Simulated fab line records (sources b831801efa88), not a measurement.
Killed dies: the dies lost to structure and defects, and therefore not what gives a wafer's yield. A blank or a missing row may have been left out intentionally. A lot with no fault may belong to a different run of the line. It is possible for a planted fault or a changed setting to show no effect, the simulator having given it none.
Split-lot trial -- flow sky130 -- 23 wafers read across 5 lots, on a route 708 steps long

## ABOUT THE SPLIT
At SKY_VIA2_HDPCVD_00 (deposits SiO2, target thk 1180 nm, time 196.7 s), the setting time s was moved away from the recipe's 196.7 s on 6 of the 23 wafers read, by -5.2% to -4.4%. This setting was run at the recipe's value on the other wafers.

Between the split and the reading, the file records no step.

## THE READING
At SKY_VIA2_THK_MEAS_01: VIA2_HDPCVD_THK, given in nm. A value of 1176 nm with a standard deviation of 14 nm is what fault-free wafers of this fab line usually give.

wafer,"tool, chamber at the split","time s as run, s",against the recipe,"VIA2_HDPCVD_THK, nm",against lot-mates on the recipe
L077.1,"hdpcvd-02, 1",196.7,recipe,1163,-
L077.2,"hdpcvd-02, 0",196.7,recipe,1162,-
L077.3,"hdpcvd-02, 2",186.5,-5.2%,1116,-46
L077.5,"hdpcvd-02, 1",186.5,-5.2%,1102,-60
L077.6,"hdpcvd-02, 2",186.5,-5.2%,1108,-54
L080.2,"hdpcvd-02, 1",196.7,recipe,1153,-
L080.4,"hdpcvd-02, 2",196.7,recipe,1170,-
L080.5,"hdpcvd-02, 2",196.7,recipe,1167,-
L082.1,"hdpcvd-01, 0",188.1,-4.4%,1139,-50
L082.3,"hdpcvd-01, 1",196.7,recipe,1189,-
L082.4,"hdpcvd-01, 2,1",188.1,-4.4%,1127,-62
L082.5,"hdpcvd-01, 0",196.7,recipe,1188,-
L082.6,"hdpcvd-01, 2,1",188.1,-4.4%,1142,-46
L084.1,"hdpcvd-02, 0",196.7,recipe,1160,-
L084.2,"hdpcvd-02, 2",196.7,recipe,1155,-
L084.3,"hdpcvd-02, 1",196.7,recipe,1153,-
L084.5,"hdpcvd-02, 2",196.7,recipe,1164,-
L084.6,"hdpcvd-02, 0",196.7,recipe,1158,-
L085.1,"hdpcvd-02, 0",196.7,recipe,1171,-
L085.2,"hdpcvd-02, 2,0",196.7,recipe,1176,-
L085.3,"hdpcvd-02, 1",196.7,recipe,1165,-
L085.4,"hdpcvd-02, 1",196.7,recipe,1161,-
L085.5,"hdpcvd-02, 2,0",196.7,recipe,1162,-
The file does not say which wafer passed through which chamber wherever a row lists several chambers: such a row stands for several wafers.

FIT RESULTS
A straight line over all 23 wafers: VIA2_HDPCVD_THK changes by +9.31 nm for each +1% of time s; r = +0.88; the points scatter about the line by 11 nm.
The same after taking each lot's own level away (the mean of its wafers on the recipe; 23 wafers): +11 nm for each +1%; r = +0.97; scatter 5.8 nm.
The reading moves by 57 nm for the largest change in time s, on that fit.
The span of the lots' own levels, 1158.0 to 1188.5 nm, comes to 2.2 times the standard deviation stated above.
Hence the slope depends on the lot-to-lot level, as the two fits are not the same.
Check: with one of the wafers moved furthest among these (-5.2%) left out of the fit, the line predicts -60 nm for it against its lot-mates. It came out at -46.5 nm against them.

## THE WHOLE CHAIN: every reading that the file lists as answering this split, in the file's order
step,what it does,reading,change (the file's fit),r (the file's)
SKY_VIA2_HDPCVD_00,"deposits SiO2, target thk 1180 nm, time 196.7 s","SiO2_of_VIA2_HDPCVD_00.thk nm (the simulator's own value, which no gauge read)",+11.1 nm for each +1% of the setting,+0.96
SKY_VIA2_THK_MEAS_01,,VIA2_HDPCVD_THK,+11.1 for each +1% of the setting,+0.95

## FILE'S OWN FIT
VIA2_HDPCVD_THK changes by +11.1 nm for each +1% of time s, r = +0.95.
